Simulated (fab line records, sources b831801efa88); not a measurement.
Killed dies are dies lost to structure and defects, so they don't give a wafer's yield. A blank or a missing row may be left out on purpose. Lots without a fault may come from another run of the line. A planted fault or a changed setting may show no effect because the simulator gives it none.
fab line records | flow gf180mcu
record lots=5 wafers=15 last_day=33
route steps=602 shown V4@488 MIM@503
lots that met no fault: from a run of the same line without faults
start_h: hours from the record's first day to the start of the lot's first wafer shown | wait_h: hours since the lot's step before | " the same as in the row above | L1.1+2: a row that stands for several wafers | - no value, or no start given | * or withheld: withheld | < > ~ a bound
route shown NAME@n: a module of which the file shows steps, and the number in the route of the first | usual: mean/standard deviation of fault-free wafers | same: alike in all rows | chamber/n: place in a boat | sites: the reading at each site | _std_site: their standard deviation | _edge_site: outer sites' mean less inner sites' | radius_mm: how far each site lies from the wafer's centre | mask NAME#n: copy n | behind: the tool/chamber that last shaped the wafer | hold: why the lot was held/for how many hours/how that ended | device: the transistor (n, p or np) that didn't switch | end of line: the same wafers' tests at the end of the route | a step without rows: its recipe alone | killed: dies lost to structure and defects at the first sort, not the wafer's yield | map: a wafer's dies, x killed, . not, _ none there
set.NAME: the setting as run; set.NAME@STEP: as run at that earlier step | model.NAME: the simulator's own value behind a step, which no gauge read
lots at some steps of the route; a table a step, a row a wafer
services: from which hour (start_h, from the record's first day; less than 0 if before it) a tool's chamber was out of use, for how many hours, and why
## steps
# step GF_V4_PEB_12
# recipe peb_temp_c=135 peb_time_s=90 resist=KrF
# columns lot.wafer tool chamber start_h wait_h
L080.1+4+6 litho_track-03 0 - -
L083.3+5+6 litho_track-01 0 - -
L090.3+4+5 litho_track-02 0 - -
L092.1+3+4 litho_track-01 0 - -
L093.3+4+6 litho_track-01 0 - -
# step GF_V4_DEVELOP_13
# recipe develop_time_s=60 resist=KrF dev_temp_c=21
# columns lot.wafer tool chamber start_h wait_h
L080.1+4+6 litho_track-03 0 613.50 0.2
L083.3+5+6 litho_track-01 0 634.65 0.1
L090.3+4+5 litho_track-02 0 684.99 0.1
L092.1+3+4 litho_track-01 0 698.64 0.2
L093.3+4+6 litho_track-01 0 702.84 0.1
# step GF_V4_CD_MEAS_14
# recipe target_cd_nm=260
# usual cd_nm=260.5/1.2
# columns lot.wafer tool chamber start_h wait_h cd_nm
L080.1 cd_sem-01 - 613.65 0.1 262.3
L080.4 " - " " 262.1
L080.6 " - " " 261.2
L083.3 cd_sem-02 - 634.79 0.1 262.4
L083.5 " - " " 261.7
L083.6 " - " " 261.5
L090.3 cd_sem-02 - 685.13 0.1 259.2
L090.4 " - " " 258.7
L090.5 " - " " 258.8
L092.1 cd_sem-02 - 698.79 0.1 261.4
L092.3 " - " " 262.5
L092.4 " - " " 261.0
L093.3 cd_sem-02 - 702.98 0.1 259.9
L093.4 " - " " 261.7
L093.6 " - " " 260.8
# step GF_V4_OVL_MEAS_15
# usual V4_OVL=3/5.8
# columns lot.wafer tool chamber start_h wait_h V4_OVL[nm]
L080.1 overlay-01 - 613.77 0.1 6
L080.4 " - " " 2
L080.6 " - " " 3
L083.3 overlay-02 - 634.88 0.1 7
L083.5 " - " " 4
L083.6 " - " " 3
L090.3 overlay-02 - 685.23 0.1 7
L090.4 " - " " 13
L090.5 " - " " 6
L092.1 overlay-02 - 698.91 0.1 -8
L092.3 " - " " -8
L092.4 " - " " -1
L093.3 overlay-01 - 703.08 0.1 -8
L093.4 " - " " 6
L093.6 " - " " 5
# step GF_V4_ETCH_16
# recipe chemistry=N2/H2 target_depth_a=withheld overetch_a=withheld time_s=withheld target=BARC ion_energy_ev=200 source_w=500 bias_w=100 pressure_mtorr=30 n2_flow_sccm=100 h2_flow_sccm=200
# usual drypump_motor_current_A=5.9/0.43 h2_flow_sccm=200.0/0.63 oes_product_au=0.855/0.0049 throttle_valve_pct=13.225/0.0083
# columns lot.wafer tool chamber start_h wait_h drypump_motor_current_A h2_flow_sccm oes_product_au throttle_valve_pct
L080.1 rie_diel-02 2 613.81 0.0 6.1 199.3 0.855 13.227
L080.4 " 3 " " 6.6 201.0 0.848 13.228
L080.6 " 0 " " 5.5 199.8 0.854 13.223
L083.3 rie_diel-03 1 634.90 0.0 6.2 200.3 0.860 13.222
L083.5 " 2 " " 6.4 201.0 0.859 13.225
L083.6 " 3 " " 6.0 199.2 0.858 13.218
L090.3 rie_diel-04 1 685.25 0.0 5.6 200.5 0.863 13.215
L090.4 " 0 " " 5.7 199.8 0.858 13.224
L090.5 " 2 " " 5.3 200.1 0.854 13.221
L092.1 rie_diel-02 0 698.95 0.0 5.5 199.8 0.843 13.213
L092.3 " 1 " " 5.6 199.8 0.854 13.228
L092.4 " 3 " " 6.6 199.4 0.855 13.213
L093.3 rie_diel-04 0 703.10 0.0 5.6 200.3 0.860 13.234
L093.4 " 2 " " 5.3 199.2 0.860 13.226
L093.6 " 1 " " 5.6 198.9 0.859 13.216
# step GF_V4_ETCH_17
# recipe chemistry=C4F8/O2/Ar mask_material=KrF target=SiO2 stop_on=TiN source_w=1500 bias_w=1200 pressure_mtorr=40 c4f8_flow_sccm=withheld O2_flow_sccm=6 Ar_flow_sccm=300 time_s=withheld target_depth_a=6300
# usual oes_product_au=0.855/0.0046
# columns lot.wafer tool chamber start_h wait_h oes_product_au
L080.1 rie_diel-02 2 - - 0.853
L080.4 " 3 " " 0.854
L080.6 " 0 " " 0.850
L083.3 rie_diel-03 1 - - 0.850
L083.5 " 2 " " 0.862
L083.6 " 3 " " 0.857
L090.3 rie_diel-04 1 - - 0.858
L090.4 " 0 " " 0.864
L090.5 " 2 " " 0.859
L092.1 rie_diel-02 0 - - 0.856
L092.3 " 1 " " 0.859
L092.4 " 3 " " 0.844
L093.3 rie_diel-04 0 - - 0.848
L093.4 " 2 " " 0.854
L093.6 " 1 " " 0.855
# step GF_V4_STRIP_18
# recipe chemistry=O2/N2 power_w=1400 pressure_mtorr=1500 platen_temp_c=250 o2_flow_sccm=3000 n2_flow_sccm=300 overash_fraction=0.5
# usual drypump_motor_current_A=5.9/0.38 heater_power_w=317/13 oes_product_au=0.593/0.0054
# columns lot.wafer tool chamber start_h wait_h drypump_motor_current_A heater_power_w oes_product_au rf_hours_counter_h
L080.1 plasma_asher-02 0 613.94 - 5.7 304 0.590 80
L080.4 " 0 " " 5.7 305 0.590 -
L080.6 " 0 " " 5.7 304 0.589 -
L083.3 plasma_asher-02 0 635.06 - 5.7 308 0.599 -
L083.5 " 1 " " 6.2 323 0.589 -
L083.6 " 0 " " 5.7 306 0.590 -
L090.3 plasma_asher-04 1 685.41 - 6.2 312 0.595 -
L090.4 " 0 " " 6.3 333 0.587 -
L090.5 " 0 " " 6.3 340 0.600 -
L092.1 plasma_asher-02 0 699.08 - 5.6 310 0.590 90
L092.3 " 0 " " 5.6 307 0.593 -
L092.4 " 1 " " 6.2 330 0.588 -
L093.3 plasma_asher-02 1 703.26 - 6.2 324 0.594 -
L093.4 " 0 " " 5.6 309 0.592 -
L093.6 " 1 " " 6.2 328 0.590 -
# step GF_V4_STRIP_19
# recipe chemistry=post_etch_residue_remover time_s=1200 temp_c=72.5
# columns lot.wafer tool chamber start_h wait_h
L080.1+4+6 wet_bench-02 1 614.04 0.1
L083.3+5+6 wet_bench-03 2 635.14 0.0
L090.3+4+5 wet_bench-02 3 685.48 0.0
L092.1+3+4 wet_bench-03 2 699.18 0.1
L093.3+4+6 wet_bench-02 2 703.33 0.0
# step GF_V4_CLEAN_20
# recipe chemistry=DIW dry=n2_spin
# columns lot.wafer tool chamber start_h wait_h
L080.1+4+6 wet_bench-03 0 614.38 0.0
L083.3+5+6 wet_bench-01 3 635.52 0.0
L090.3+4+5 wet_bench-01 3 685.82 0.0
L092.1+3+4 wet_bench-01 2 699.55 0.0
L093.3+4+6 wet_bench-01 2 703.67 0.0
# step GF_V4_SPUTTER_21
# recipe material=Ti target_thk_nm=15 chamber_pressure_pa=5 power_w=2500 substrate_temp_c=200 time_s=80.02
# usual chamber_pressure_pa=5.002/0.011 throttle_valve_pct=29.7/0.66
# columns lot.wafer tool chamber start_h wait_h chamber_pressure_pa throttle_valve_pct
L080.1 pvd_sputter-03 - 614.48 0.0 5.020 30.1
L080.4 " - " " 5.010 30.5
L080.6 " - " " 5.010 30.1
L083.3 pvd_sputter-01 - 635.61 0.0 4.986 29.0
L083.5 " - " " 4.989 29.3
L083.6 " - " " 5.022 30.2
L090.3 pvd_sputter-02 - 685.91 0.0 5.003 29.3
L090.4 " - " " 5.034 29.6
L090.5 " - " " 4.990 29.2
L092.1 pvd_sputter-01 - 699.65 0.0 4.996 28.9
L092.3 " - " " 4.996 28.7
L092.4 " - " " 5.001 30.6
L093.3 pvd_sputter-02 - 703.77 0.0 5.016 29.2
L093.4 " - " " 5.004 29.0
L093.6 " - " " 5.012 29.3
# step GF_V4_SPUTTER_22
# recipe material=TiN target_thk_nm=10 chamber_pressure_pa=5 power_w=4000 time_s=40
# usual chamber_pressure_pa=5.000/0.0089 throttle_valve_pct=29.7/0.67
# columns lot.wafer tool chamber start_h wait_h chamber_pressure_pa throttle_valve_pct
L080.1 pvd_sputter-03 - 614.54 0.0 5.002 30.0
L080.4 " - " " 4.995 30.1
L080.6 " - " " 5.011 29.7
L083.3 pvd_sputter-01 - 635.67 0.0 4.980 28.9
L083.5 " - " " 4.988 29.2
L083.6 " - " " 5.006 30.2
L090.3 pvd_sputter-02 - 685.97 0.0 4.990 29.1
L090.4 " - " " 5.003 29.6
L090.5 " - " " 4.988 29.2
L092.1 pvd_sputter-01 - 699.71 0.0 5.007 29.3
L092.3 " - " " 5.004 28.8
L092.4 " - " " 5.009 30.6
L093.3 pvd_sputter-02 - 703.83 0.0 5.001 29.2
L093.4 " - " " 5.000 29.1
L093.6 " - " " 5.003 29.9
# step GF_V4_CVD_23
# recipe material=W target_thk_nm=350 time_s=104.9 temp_c=400 pressure_torr=40
# usual heater_power_outer_w=485/34 heater_power_w=834/74
# columns lot.wafer tool chamber start_h wait_h heater_power_outer_w heater_power_w
L080.1 cvd_w-02 1 614.58 0.0 518 831
L080.4 " 0 " " 491 840
L080.6 " 1 " " 502 845
L083.3 cvd_w-01 0 635.74 0.1 519 923
L083.5 " 0 " " 517 945
L083.6 " 1 " " 421 727
L090.3 cvd_w-02 1 686.05 0.1 507 854
L090.4 " 0 " " 483 842
L090.5 " 1 " " 500 829
L092.1 cvd_w-02 1 699.75 0.0 510 845
L092.3 " 0 " " 494 838
L092.4 " 1 " " 511 839
L093.3 cvd_w-01 0 703.91 0.1 506 929
L093.4 " 1 " " 426 719
L093.6 " 0 " " 506 939
# step GF_V4_RS_MEAS_24
# recipe thk_meas_gauge=four-point-probe reads=W_of_V4_CVD_23+TiN_of_V4_SPUTTER_22+Ti_of_V4_SPUTTER_21
# usual V4_W_RS=0.325/0.0034
# columns lot.wafer tool chamber start_h wait_h V4_W_RS[ohm/sq]
L080.1 film_metro-02 - 614.69 0.1 0.326
L080.4 " - " " 0.326
L080.6 " - " " 0.322
L083.3 film_metro-02 - 635.86 0.1 0.326
L083.5 " - " " 0.326
L083.6 " - " " 0.318
L090.3 film_metro-04 - 686.16 0.1 0.322
L090.4 " - " " 0.327
L090.5 " - " " 0.321
L092.1 film_metro-02 - 699.86 0.1 0.325
L092.3 " - " " 0.328
L092.4 " - " " 0.323
L093.3 film_metro-04 - 704.02 0.1 0.328
L093.4 " - " " 0.327
L093.6 " - " " 0.329
# step GF_V4_THK_MEAS_25
# recipe thk_meas_gauge=xrf reads=W_of_V4_CVD_23
# usual V4_W_THK=362/5.3
# columns lot.wafer tool chamber start_h wait_h V4_W_THK[nm]
L080.1 film_metro-02 - 614.81 0.1 368
L080.4 " - " " 367
L080.6 " - " " 372
L083.3 film_metro-02 - 635.96 0.1 365
L083.5 " - " " 366
L083.6 " - " " 378
L090.3 film_metro-04 - 686.26 0.1 367
L090.4 " - " " 364
L090.5 " - " " 368
L092.1 film_metro-02 - 699.98 0.1 362
L092.3 " - " " 358
L092.4 " - " " 366
L093.3 film_metro-04 - 704.12 0.1 359
L093.4 " - " " 359
L093.6 " - " " 359
# step GF_V4_CMP_26
# recipe stop_on=SiO2 down_force_psi=3.5 platen_rpm=60 t_overpolish_s=15 target_thk_nm=0 pad_velocity_m_s=0.94248
# usual motor_current_A=10.7/1 overpolish_run_s=14.999/0.008 time_to_endpoint_s=88/4.4
# columns lot.wafer tool chamber start_h wait_h motor_current_A overpolish_run_s time_to_endpoint_s
L080.1 cmp-02 1 614.97 0.1 9.1 15.001 87
L080.4 " 2 " " 10.8 14.992 92
L080.6 " 0 " " 11.8 14.986 94
L083.3 cmp-01 3 636.05 0.1 10.5 15.009 86
L083.6 " 2 " " 10.5 14.998 87
L083.5 " 3 " " 10.6 15.009 84
L090.3 cmp-01 3 686.30 0.0 10.3 15.007 91
L090.4 " 2 " " 10.2 14.998 88
L090.5 " 3 " " 10.9 15.004 89
L092.3 cmp-02 1 700.09 0.1 8.8 14.996 84
L092.1 " 2 " " 10.6 15.008 89
L092.4 " 3 " " 11.0 14.990 84
L093.3 cmp-02 2 704.21 0.1 10.9 15.015 90
L093.4 " 3 " " 10.9 14.992 84
L093.6 " 1 " " 9.1 15.006 88
# step GF_MIM_SPUTTER_00
# recipe material=Ti target_thk_nm=37.5 arriving_ion_energy_ev=80 substrate_temp_c=200 chamber_pressure_pa=2 power_w=4000 time_s=150
# usual chamber_pressure_pa=2.000/0.0044 throttle_valve_pct=29.6/0.85
# columns lot.wafer tool chamber start_h wait_h chamber_pressure_pa throttle_valve_pct
L080.1 pvd_sputter-04 - 615.17 0.1 2.001 30.5
L080.4 " - " " 1.999 27.9
L080.6 " - " " 2.004 29.3
L083.3 pvd_sputter-03 - 636.30 0.2 2.002 28.8
L083.5 " - " " 1.994 30.5
L083.6 " - " " 2.004 29.9
L090.3 pvd_sputter-03 - 686.60 0.2 1.989 29.8
L090.4 " - " " 2.004 31.2
L090.5 " - " " 2.006 29.1
L092.1 pvd_sputter-03 - 700.34 0.1 2.010 30.2
L092.3 " - " " 2.001 31.0
L092.4 " - " " 1.996 30.3
L093.3 pvd_sputter-04 - 704.46 0.2 2.006 28.5
L093.4 " - " " 2.003 29.1
L093.6 " - " " 2.006 28.7
# step GF_MIM_SPUTTER_01
# recipe material=TiN target_thk_nm=30 power_w=6500 time_s=25 chamber_pressure_pa=0.4
# usual chamber_pressure_pa=0.4001/0.00088 throttle_valve_pct=29.6/0.86
# columns lot.wafer tool chamber start_h wait_h chamber_pressure_pa throttle_valve_pct
L080.1 pvd_sputter-04 - 615.27 0.1 0.4013 30.6
L080.4 " - " " 0.3995 27.9
L080.6 " - " " 0.3999 29.2
L083.3 pvd_sputter-03 - 636.40 0.1 0.4013 29.2
L083.5 " - " " 0.4002 30.4
L083.6 " - " " 0.3997 30.2
L090.3 pvd_sputter-03 - 686.70 0.1 0.3988 30.3
L090.4 " - " " 0.3999 31.3
L090.5 " - " " 0.4003 29.2
L092.1 pvd_sputter-03 - 700.44 0.1 0.4000 30.1
L092.3 " - " " 0.4015 31.4
L092.4 " - " " 0.4010 30.0
L093.3 pvd_sputter-04 - 704.56 0.1 0.4007 28.5
L093.4 " - " " 0.3999 29.2
L093.6 " - " " 0.4008 28.4
# step GF_MIM_SPUTTER_02
# recipe material=AlCu target_thk_nm=450 power_w=10600 time_s=23.9 chamber_pressure_pa=0.4
# usual chamber_pressure_pa=0.3999/0.0008 throttle_valve_pct=29.6/0.86
# columns lot.wafer tool chamber start_h wait_h chamber_pressure_pa throttle_valve_pct
L080.1 pvd_sputter-04 - 615.30 0.0 0.4010 30.9
L080.4 " - " " 0.4008 27.7
L080.6 " - " " 0.4016 29.1
L083.3 pvd_sputter-03 - 636.43 0.0 0.3997 29.3
L083.5 " - " " 0.3989 30.0
L083.6 " - " " 0.3987 30.2
L090.3 pvd_sputter-03 - 686.73 0.0 0.3998 30.2
L090.4 " - " " 0.3991 31.2
L090.5 " - " " 0.3990 29.3
L092.1 pvd_sputter-03 - 700.48 0.0 0.3981 30.0
L092.3 " - " " 0.3998 31.5
L092.4 " - " " 0.4006 30.4
L093.3 pvd_sputter-04 - 704.59 0.0 0.4006 28.5
L093.4 " - " " 0.4003 29.4
L093.6 " - " " 0.4014 28.4
# step GF_MIM_SPUTTER_03
# recipe material=Ti target_thk_nm=10 substrate_temp_c=300 chamber_pressure_pa=0.3 power_w=3000 time_s=6.7
# usual chamber_pressure_pa=0.3000/0.00063 throttle_valve_pct=29.6/0.86
# columns lot.wafer tool chamber start_h wait_h chamber_pressure_pa throttle_valve_pct
L080.1 pvd_sputter-04 - 615.33 0.0 0.2988 30.7
L080.4 " - " " 0.3000 27.6
L080.6 " - " " 0.3003 29.1
L083.3 pvd_sputter-03 - 636.46 0.0 0.2998 29.4
L083.5 " - " " 0.3004 30.2
L083.6 " - " " 0.3010 30.0
L090.3 pvd_sputter-03 - 686.76 0.0 0.3001 30.4
L090.4 " - " " 0.2994 31.0
L090.5 " - " " 0.2996 29.2
L092.1 pvd_sputter-03 - 700.51 0.0 0.2998 30.2
L092.3 " - " " 0.3006 31.2
L092.4 " - " " 0.3008 30.0
L093.3 pvd_sputter-04 - 704.62 0.0 0.3003 28.6
L093.4 " - " " 0.2999 29.2
L093.6 " - " " 0.2994 28.6
# step GF_MIM_SPUTTER_04
# recipe material=TiN target_thk_nm=50 power_w=6500 time_s=41.7 chamber_pressure_pa=0.4
# usual chamber_pressure_pa=0.4000/0.0008 throttle_valve_pct=29.6/0.87
# columns lot.wafer tool chamber start_h wait_h chamber_pressure_pa throttle_valve_pct
L080.1 pvd_sputter-04 - 615.35 0.0 0.4003 30.7
L080.4 " - " " 0.4011 27.9
L080.6 " - " " 0.4003 29.2
L083.3 pvd_sputter-03 - 636.48 0.0 0.4006 29.2
L083.5 " - " " 0.3978 30.1
L083.6 " - " " 0.4011 30.1
L090.3 pvd_sputter-03 - 686.79 0.0 0.3999 30.4
L090.4 " - " " 0.4000 31.2
L090.5 " - " " 0.4009 28.9
L092.1 pvd_sputter-03 - 700.53 0.0 0.3994 29.9
L092.3 " - " " 0.4014 31.0
L092.4 " - " " 0.3992 30.2
L093.3 pvd_sputter-04 - 704.64 0.0 0.4007 28.7
L093.4 " - " " 0.4016 29.3
L093.6 " - " " 0.4000 28.6
# step GF_MIM_CVD_05
# recipe material=Si3N4 target_thk_nm=42 temp_max_c=400 temp_c=385 time_s=29.086 rf_w=450
# usual heater_power_outer_w=395/43 heater_power_w=678/65
# columns lot.wafer tool chamber start_h wait_h heater_power_outer_w heater_power_w
L080.1 pecvd-03 1 615.39 0.0 428 695
L080.4 " 1 " " 421 661
L080.6 " 2 " " 351 659
L083.3 pecvd-01 2 636.52 0.0 350 636
L083.5 " 2 " " 345 622
L083.6 " 1 " " 383 627
L090.3 pecvd-02 1 686.82 0.0 392 698
L090.4 " 0 " " 446 771
L090.5 " 1 " " 389 704
L092.1 pecvd-01 0 700.57 0.0 474 809
L092.3 " 2 " " 364 638
L092.4 " 1 " " 355 606
L093.3 pecvd-03 0 704.68 0.0 442 684
L093.4 " 1 " " 361 625
L093.6 " 2 " " 381 660
# step GF_MIM_THK_MEAS_06
# recipe reads=Si3N4_of_MIM_CVD_05
# usual MIM_CVD_05_THK=42.1/0.71
# columns lot.wafer tool chamber start_h wait_h MIM_CVD_05_THK[nm]
L080.1 film_metro-03 - 615.43 0.0 42.0
L080.4 " - " " 42.1
L080.6 " - " " 42.3
L083.3 film_metro-01 - 636.57 0.0 40.7
L083.5 " - " " 40.8
L083.6 " - " " 42.6
L090.3 film_metro-01 - 686.88 0.0 41.5
L090.4 " - " " 41.8
L090.5 " - " " 41.5
L092.1 film_metro-03 - 700.60 0.0 42.0
L092.3 " - " " 40.8
L092.4 " - " " 42.8
L093.3 film_metro-01 - 704.74 0.0 42.0
L093.4 " - " " 42.4
L093.6 " - " " 43.5
# step GF_MIM_SPUTTER_07
# recipe material=TiN target_thk_nm=60 power_w=6500 time_s=50 chamber_pressure_pa=0.4
# usual chamber_pressure_pa=0.4000/0.00087 throttle_valve_pct=29.5/1
# columns lot.wafer tool chamber start_h wait_h chamber_pressure_pa throttle_valve_pct
L080.1 pvd_sputter-02 - 615.49 0.1 0.4006 29.0
L080.4 " - " " 0.4007 29.5
L080.6 " - " " 0.3999 29.8
L083.3 pvd_sputter-04 - 636.61 0.0 0.4005 29.1
L083.5 " - " " 0.3984 30.7
L083.6 " - " " 0.4002 27.8
L090.3 pvd_sputter-04 - 686.92 0.0 0.4005 30.6
L090.4 " - " " 0.3999 28.2
L090.5 " - " " 0.3994 29.1
L092.1 pvd_sputter-02 - 700.66 0.1 0.3992 29.0
L092.3 " - " " 0.4003 29.7
L092.4 " - " " 0.4002 29.5
L093.3 pvd_sputter-02 - 704.78 0.0 0.4008 29.6
L093.4 " - " " 0.3986 29.7
L093.6 " - " " 0.4009 28.9
# step GF_MIM_SPUTTER_08
# recipe material=AlCu target_thk_nm=200 power_w=10600 time_s=10.6 chamber_pressure_pa=0.4
# usual chamber_pressure_pa=0.3999/0.00076 throttle_valve_pct=29.5/1
# columns lot.wafer tool chamber start_h wait_h chamber_pressure_pa throttle_valve_pct
L080.1 pvd_sputter-02 - 615.53 0.0 0.3990 29.2
L080.4 " - " " 0.4008 29.7
L080.6 " - " " 0.4007 29.8
L083.3 pvd_sputter-04 - 636.66 0.0 0.4014 29.2
L083.5 " - " " 0.3999 30.8
L083.6 " - " " 0.3999 28.0
L090.3 pvd_sputter-04 - 686.96 0.0 0.4001 30.6
L090.4 " - " " 0.4002 28.0
L090.5 " - " " 0.3994 29.2
L092.1 pvd_sputter-02 - 700.70 0.0 0.4008 29.1
L092.3 " - " " 0.4000 29.9
L092.4 " - " " 0.3997 29.4
L093.3 pvd_sputter-02 - 704.82 0.0 0.4007 29.4
L093.4 " - " " 0.4005 29.7
L093.6 " - " " 0.4003 29.2
# step GF_MIM_SPUTTER_09
# recipe material=TiN target_thk_nm=35 power_w=6613 time_s=29.2 chamber_pressure_pa=0.4
# usual chamber_pressure_pa=0.4001/0.00079 throttle_valve_pct=29.5/1
# columns lot.wafer tool chamber start_h wait_h chamber_pressure_pa throttle_valve_pct
L080.1 pvd_sputter-02 - 615.55 0.0 0.3981 29.0
L080.4 " - " " 0.4007 29.8
L080.6 " - " " 0.4004 29.7
L083.3 pvd_sputter-04 - 636.68 0.0 0.3995 29.1
L083.5 " - " " 0.3994 30.2
L083.6 " - " " 0.3985 27.8
L090.3 pvd_sputter-04 - 686.98 0.0 0.4016 30.6
L090.4 " - " " 0.4010 28.0
L090.5 " - " " 0.4004 29.5
L092.1 pvd_sputter-02 - 700.73 0.0 0.3990 29.1
L092.3 " - " " 0.3997 29.9
L092.4 " - " " 0.4013 29.7
L093.3 pvd_sputter-02 - 704.84 0.0 0.4012 29.5
L093.4 " - " " 0.4024 29.7
L093.6 " - " " 0.3995 28.8
# step GF_MIM_RS_MEAS_10
# recipe thk_meas_gauge=four-point-probe reads=TiN_of_MIM_SPUTTER_09+AlCu_of_MIM_SPUTTER_08+TiN_of_MIM_SPUTTER_07
# usual MIM_ALCU_RS=0.1606/0.0021
# columns lot.wafer tool chamber start_h wait_h MIM_ALCU_RS[ohm/sq]
L080.1 film_metro-01 - 615.59 0.0 0.1599
L080.4 " - " " 0.1591
L080.6 " - " " 0.1609
L083.3 film_metro-04 - 636.75 0.1 0.1629
L083.5 " - " " 0.1633
L083.6 " - " " 0.1627
L090.3 film_metro-03 - 687.06 0.1 0.1639
L090.4 " - " " 0.1646
L090.5 " - " " 0.1649
L092.1 film_metro-01 - 700.76 0.0 0.1581
L092.3 " - " " 0.1594
L092.4 " - " " 0.1561
L093.3 film_metro-01 - 704.92 0.1 0.1552
L093.4 " - " " 0.1602
L093.6 " - " " 0.1582
# step GF_MIM_THK_MEAS_11
# recipe thk_meas_gauge=xrf reads=AlCu_of_MIM_SPUTTER_08
# usual MIM_ALCU_THK=196.7/2.5
# columns lot.wafer tool chamber start_h wait_h MIM_ALCU_THK[nm]
L080.1 film_metro-01 - 615.71 0.1 197.4
L080.4 " - " " 197.4
L080.6 " - " " 197.8
L083.3 film_metro-04 - 636.85 0.1 194.5
L083.5 " - " " 193.3
L083.6 " - " " 195.0
L090.3 film_metro-03 - 687.16 0.1 194.9
L090.4 " - " " 194.0
L090.5 " - " " 192.2
L092.1 film_metro-01 - 700.88 0.1 198.1
L092.3 " - " " 197.1
L092.4 " - " " 202.2
L093.3 film_metro-01 - 705.02 0.1 201.5
L093.4 " - " " 198.2
L093.6 " - " " 198.1
# step GF_MIM_DEHYDRATE_12
# recipe temp_c=200 time_s=60
# columns lot.wafer tool chamber start_h wait_h
L080.1+4+6 litho_track-03 0 624.65 8.9
L083.3+5+6 litho_track-01 0 646.15 9.3
L090.3+4+5 litho_track-04 0 696.35 9.2
L092.1+3+4 litho_track-03 0 709.30 8.4
L093.3+4+6 litho_track-04 0 712.95 7.9
# step GF_MIM_HMDS_13
# recipe prime_time_s=60 prime_temp_c=120
# columns lot.wafer tool chamber start_h wait_h
L080.1+4+6 litho_track-03 0 624.80 0.1
L083.3+5+6 litho_track-01 0 646.30 0.1
L090.3+4+5 litho_track-04 0 696.50 0.1
L092.1+3+4 litho_track-03 0 709.45 0.1
L093.3+4+6 litho_track-04 0 713.10 0.1
# step GF_MIM_COAT_14
# recipe resist=NOVOLAK spin_rpm=3000 resist_thk_nm=1000
# columns lot.wafer tool chamber start_h wait_h
L080.1+4+6 litho_track-03 0 624.95 0.1
L083.3+5+6 litho_track-01 0 646.45 0.1
L090.3+4+5 litho_track-04 0 696.65 0.1
L092.1+3+4 litho_track-03 0 709.60 0.1
L093.3+4+6 litho_track-04 0 713.25 0.1
# step GF_MIM_SOFTBAKE_15
# recipe temp_c=90 time_s=60 resist=NOVOLAK
# columns lot.wafer tool chamber start_h wait_h
L080.1+4+6 litho_track-03 0 625.10 0.1
L083.3+5+6 litho_track-01 0 646.60 0.1
L090.3+4+5 litho_track-04 0 696.80 0.1
L092.1+3+4 litho_track-03 0 709.75 0.1
L093.3+4+6 litho_track-04 0 713.40 0.1
# step GF_MIM_EXPOSE_16
# recipe mask_id=FuseTop target_cd_nm=2000 na=0.6 source_shape=conventional sigma_outer=0.6 dose_mj=140
# columns lot.wafer tool chamber start_h wait_h mask
L080.1+4+6 iline_stepper-01 0 - - FuseTop#0
L083.3+5+6 iline_stepper-01 0 - - FuseTop#0
L090.3+4+5 iline_stepper-02 0 - - FuseTop#0
L092.1+3+4 iline_stepper-02 0 - - FuseTop#0
L093.3+4+6 iline_stepper-01 0 - - FuseTop#0
# step GF_MIM_PEB_17
# recipe temp_c=withheld time_s=* resist=NOVOLAK
# columns lot.wafer tool chamber start_h wait_h
L080.1+4+6 litho_track-04 0 - -
L083.3+5+6 litho_track-01 0 - -
L090.3+4+5 litho_track-03 0 - -
L092.1+3+4 litho_track-03 0 - -
L093.3+4+6 litho_track-01 0 - -
# step GF_MIM_DEVELOP_18
# recipe develop_time_s=60 dev_temp_c=23
# columns lot.wafer tool chamber start_h wait_h
L080.1+4+6 litho_track-04 0 634.75 0.1
L083.3+5+6 litho_track-01 0 655.85 0.1
L090.3+4+5 litho_track-03 0 705.20 0.1
L092.1+3+4 litho_track-03 0 719.00 0.1
L093.3+4+6 litho_track-01 0 722.44 0.1
# step GF_MIM_METAL_ETCH_19
# recipe chemistry=Cl2/BCl3 mask_material=NOVOLAK stop_on=Si3N4 target_depth_nm=324.5 pressure_mtorr=8 icp_w=800 bias_w=140 Cl2_flow_sccm=80 bcl3_flow_sccm=40 time_s=54.1
# usual drypump_motor_current_A=5.93/0.26 oes_product_au=0.941/0.0067 throttle_valve_pct=28.283/0.011
# columns lot.wafer tool chamber start_h wait_h drypump_motor_current_A oes_product_au rf_hours_counter_h throttle_valve_pct
L080.1 rie_metal-04 1 634.90 0.1 6.39 0.938 12 28.284
L080.4 " 0 " " 5.71 0.955 - 28.278
L080.6 " 0 " " 5.72 0.934 - 28.288
L083.3 rie_metal-02 0 655.98 0.1 5.99 0.946 - 28.296
L083.5 " 1 " " 5.68 0.936 - 28.275
L083.6 " 0 " " 5.99 0.933 - 28.277
L090.3 rie_metal-02 0 705.33 0.1 5.96 0.936 - 28.303
L090.4 " 1 " " 5.62 0.929 - 28.291
L090.5 " 1 " " 5.64 0.931 - 28.299
L092.1 rie_metal-04 1 719.15 0.1 6.41 0.942 1 28.275
L092.3 " 0 " " 5.72 0.940 - 28.274
L092.4 " 1 " " 6.39 0.957 - 28.269
L093.3 rie_metal-02 0 722.59 0.1 6.01 0.957 - 28.265
L093.4 " 0 " " 6.00 0.937 - 28.276
L093.6 " 0 " " 6.01 0.945 - 28.302
## services
# columns tool chamber start_h hours kind
pecvd-03 - 591.12 14.0 pm
cmp-02 - 592.09 4.7 pm
rie_diel-02 3 592.59 1.6 repair
cvd_w-02 1 598.63 14.2 repair
iline_stepper-02 - 598.95 1.7 pm
rie_metal-04 - 599.38 4.3 pm
rie_diel-04 2 604.35 15.9 repair
pecvd-03 - 609.16 1.1 repair
pvd_sputter-02 - 609.45 1.8 repair
pecvd-01 0 609.88 13.0 repair
cvd_w-01 1 613.06 7.4 repair
rie_diel-03 2 618.58 10.3 repair
rie_diel-04 - 618.96 0.9 repair
cmp-02 - 630.82 0.3 repair
wet_bench-02 - 634.44 1.7 repair
cvd_w-02 - 635.34 1.5 repair
pvd_sputter-02 - 656.80 3.7 repair
pvd_sputter-02 - 665.41 0.9 repair
plasma_asher-02 - 672.96 0.8 repair
plasma_asher-02 - 681.28 0.7 repair
rie_metal-02 1 690.82 2.3 repair
rie_diel-02 0 705.16 9.7 repair
rie_diel-04 2 708.27 7.0 repair
rie_diel-02 - 718.92 1.2 repair
## key
fault none
